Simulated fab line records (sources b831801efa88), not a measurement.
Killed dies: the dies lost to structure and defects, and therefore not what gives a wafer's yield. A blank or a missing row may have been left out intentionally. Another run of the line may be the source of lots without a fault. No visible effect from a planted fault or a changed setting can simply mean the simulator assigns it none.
Which tool did it? + flow gf180mcu + at 1 step of a route of 602, 6 lots with 18 wafers sampled

## WHAT EACH GAUGE READ, for each wafer
GF_M1_RS_MEAS_05: measurement is done with a four-point probe.
| lot  | measured     | on           | M1_ALCU_RS (ohm/sq)  |
|------|--------------|--------------|----------------------|
| L715 | day 16 13:22 | filmMetro-03 | 0.0696 0.0696 0.0692 |
| L717 | day 17 05:44 | filmMetro-03 | 0.0701 0.0700 0.0695 |
| L720 | day 18 10:48 | filmMetro-01 | 0.0703 0.0708 0.0714 |
| L722 | day 19 00:58 | filmMetro-03 | 0.0702 0.0694 0.0697 |
| L734 | day 23 15:02 | filmMetro-04 | 0.0679 0.0679 0.0685 |
| L737 | day 24 15:42 | filmMetro-03 | 0.0687 0.0686 0.0685 |

## WHAT TOOL EACH LOT RAN ON (gives the tool, then ch and the chambers of the sampled wafers, and finally the start)
No process step before these readings appears in the record.

## THE ANSWER, worked out from the rows above alone
Rule: what is usual is taken from the lots themselves. Put in order of their means at a reading, lots are off if they are a third of the lots or fewer, leave a main group of 4 or more, and stand apart from it by a gap of 3 or more times the standard deviation of the main group's means; of several such gaps the widest counts. The tables above print the reading to a certain number of digits; a main group whose means all agree to those digits is not used. A lot without any number at a reading at which 4 lots or more have one is off too. All remaining lots with rows at the step are treated as sound.
Nothing can be told from this: no lot is off at any reading shown.

## WHAT THE SIMULATOR HAD PUT IN
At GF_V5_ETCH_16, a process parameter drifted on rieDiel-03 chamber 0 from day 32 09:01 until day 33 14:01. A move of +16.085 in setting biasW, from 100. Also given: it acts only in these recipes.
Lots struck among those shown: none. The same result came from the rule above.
